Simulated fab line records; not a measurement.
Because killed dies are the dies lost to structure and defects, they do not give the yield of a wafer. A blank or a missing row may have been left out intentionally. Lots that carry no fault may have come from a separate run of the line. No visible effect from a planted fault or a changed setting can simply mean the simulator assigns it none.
Which of the tools did it?	flow gf180mcu	11 lots, 33 wafers sampled, at 6 steps of a route of 602

== WHAT EACH GAUGE READ, for each wafer ==
GF_M3_RS_MEAS_05: uses a four-point probe to measure.
lot	measured	on	M3_ALCU_RS (ohm/sq)
L469	day 21 13:16	film metro-01	0.0698 0.0682 0.0707
L472	day 22 15:31	film metro-01	0.0692 0.0691 0.0701
L473	day 22 19:14	film metro-03	0.0711 0.0704 0.0697
L474	day 23 08:49	film metro-03	0.0703 0.0710 0.0704
L476	day 24 01:59	film metro-01	0.0717 0.0686 0.0705
L477	day 24 07:58	film metro-03	0.0698 0.0704 0.0707
L478	day 24 23:31	film metro-03	0.0688 0.0693 0.0675
L480	day 25 09:43	film metro-03	0.0696 0.0696 0.0680
L481	day 25 17:47	film metro-01	0.0697 0.0692 0.0691
L487	day 27 14:52	film metro-03	0.0690 0.0685 0.0697
L489	day 28 00:53	film metro-02	0.0680 0.0691 0.0708

GF_M3_OVL_MEAS_15.
lot	measured	on	M3_OVL (nm)
L469	day 22 12:43	overlay-01	0 0 15
L472	day 23 14:49	overlay-02	-9 -9 -8
L473	day 23 17:49	overlay-01	-10 -7 -15
L474	day 24 07:29	overlay-02	0 -5 0
L476	day 25 00:01	overlay-02	8 3 -2
L477	day 25 05:43	overlay-02	7 1 -6
L478	day 25 20:49	overlay-02	11 14 11
L480	day 26 06:55	overlay-01	4 3 3
L481	day 26 14:22	overlay-02	-1 -6 1
L487	day 28 10:55	overlay-01	2 -5 -5
L489	day 28 20:37	overlay-01	4 -5 1

GF_V3_THK_MEAS_01.
lot	measured	on	V3_CVD_00_THK (nm)
L469	day 22 13:29	film metro-03	609 602 605
L472	day 23 15:37	film metro-01	589 600 589
L473	day 23 18:45	film metro-03	591 590 602
L474	day 24 08:16	film metro-03	603 603 604
L476	day 25 00:47	film metro-04	613 612 605
L477	day 25 06:43	film metro-01	1185 1183 1201
L478	day 25 21:38	film metro-04	601 592 585
L480	day 26 07:58	film metro-03	1206 1206 1215
L481	day 26 15:13	film metro-03	610 607 611
L487	day 28 11:41	film metro-04	591 591 592
L489	day 28 21:24	film metro-03	593 581 600

GF_V3_BOW_MEAS_05.
lot	measured	on	V3_BOW (um)
L469	day 22 13:59	film metro-03	113 116 108
L472	day 23 16:16	film metro-04	105 109 104
L473	day 23 19:14	film metro-03	108 112 115
L474	day 24 08:58	film metro-03	109 105 102
L476	day 25 01:16	film metro-03	120 110 124
L477	day 25 07:13	film metro-01	150 155 152
L478	day 25 22:08	film metro-04	112 110 114
L480	day 26 08:31	film metro-03	150 135 152
L481	day 26 15:43	film metro-03	128 115 112
L487	day 28 12:12	film metro-03	112 105 111
L489	day 28 21:54	film metro-01	107 107 113

== EACH LOT AND THE TOOL THAT RAN IT (in order: tool; ch and the chambers of the sampled wafers; start) ==
lot	GF_M3_STRIP_17	GF_V3_CVD_00
L469	plasma asher-04 ch 0,1, day 22 12:53	hdpcvd-02 ch 0,1,2, day 22 13:25
L472	plasma asher-01 ch 0,1, day 23 14:59	hdpcvd-01 ch 0,1, day 23 15:31
L473	plasma asher-03 ch 1, day 23 18:07	hdpcvd-01 ch 0,1, day 23 18:38
L474	plasma asher-04 ch 0,1, day 24 07:40	hdpcvd-02 ch 0,1,2, day 24 08:12
L476	plasma asher-03 ch 0,1, day 25 00:11	hdpcvd-02 ch 0,1,2, day 25 00:43
L477	plasma asher-03 ch 0,1, day 25 05:53	hdpcvd-01 ch 0,1, day 25 06:25
L478	plasma asher-04 ch 0,1, day 25 21:01	hdpcvd-01 ch 0,1,2, day 25 21:32
L480	plasma asher-01 ch 0,1, day 26 07:04	hdpcvd-02 ch 0,1,2, day 26 07:39
L481	plasma asher-01 ch 0,1, day 26 14:32	hdpcvd-02 ch 0,1,2, day 26 15:09
L487	plasma asher-04 ch 0,1, day 28 11:05	hdpcvd-01 ch 0,2, day 28 11:36
L489	plasma asher-04 ch 0, day 28 20:47	hdpcvd-01 ch 1,2, day 28 21:19
- GF_M3_STRIP_17: strips in O2/N2.
- GF_V3_CVD_00: deposits SiO2, target thk 600 nm, time 100 s.

== AS READ BY THE TOOLS THEMSELVES (means over the sampled wafers that have a number; for cases with no such wafer, the mark the record gives instead) ==
GF_M3_STRIP_17.
lot	tool	drypump motor current A (A)	heater power w (W)	n2 flow sccm (sccm)	o2 flow sccm (sccm)	oes product au (a.u.)	platen temp c (C)	strip time to endpoint s (s)
L469	plasma asher-04	5.6	339	299.2	3006	0.536	250.03	7.35
L472	plasma asher-01	5.9	366	300.6	2994	0.538	249.87	7.42
L473	plasma asher-03	5.7	320	299.2	2986	0.540	250.10	7.47
L474	plasma asher-04	5.6	344	299.3	2992	0.538	249.92	7.35
L476	plasma asher-03	5.4	350	298.5	3000	0.539	249.81	7.43
L477	plasma asher-03	5.0	393	300.0	3006	0.535	250.04	7.38
L478	plasma asher-04	5.5	328	299.4	3004	0.539	250.03	7.37
L480	plasma asher-01	6.0	362	300.4	2990	0.545	250.12	7.53
L481	plasma asher-01	6.2	377	301.8	2995	0.537	249.97	7.37
L487	plasma asher-04	5.6	342	299.6	3009	0.540	250.11	7.53
L489	plasma asher-04	5.3	321	300.6	3009	0.542	249.83	7.46

GF_V3_CVD_00.
lot	tool	pressure mtorr (mTorr)	sih4 flow sccm (sccm)
L469	hdpcvd-02	5.999	59.98
L472	hdpcvd-01	5.994	59.95
L473	hdpcvd-01	6.001	59.92
L474	hdpcvd-02	6.005	59.98
L476	hdpcvd-02	5.997	59.97
L477	hdpcvd-01	5.998	59.99
L478	hdpcvd-01	6.006	60.04
L480	hdpcvd-02	5.998	59.88
L481	hdpcvd-02	5.996	60.03
L487	hdpcvd-01	6.006	59.90
L489	hdpcvd-01	6.005	60.03

== THE ANSWER, worked out from the rows above alone ==
Rule: the lots themselves supply what counts as usual. The widest of any qualifying gaps counts: lots, ordered by their means at a reading, are off when they make up no more than a third of the lots, leave a main group of 4 or more, and stand apart from it by 3 or more times the standard deviation of that group's means. If all means in a main group match to the digits the tables above print for the reading, that group is not used. A lot without any number at a reading at which 4 lots or more have one is off too. Any other lot the step has rows for is counted as sound. After the gauges, taken in route order, come the tools' own readings; for these a lot's mean is taken, as printed above. At the first step where some lot is off, the reading lying furthest off is the one used; lots without a number count as furthest.
Off: L477, L480, seen at GF_V3_THK_MEAS_01 (V3_CVD_00_THK). Main group: mean 599 nm, sd 7.5.
A tool fits if, at a process step before that reading, it ran every lot that is off, and no sound lot after the first of them. Gauges at GF_V3_THK_MEAS_01: tried the same way as those tools. No candidate that was tried fits.

== WHAT THE SIMULATOR PUT IN ==
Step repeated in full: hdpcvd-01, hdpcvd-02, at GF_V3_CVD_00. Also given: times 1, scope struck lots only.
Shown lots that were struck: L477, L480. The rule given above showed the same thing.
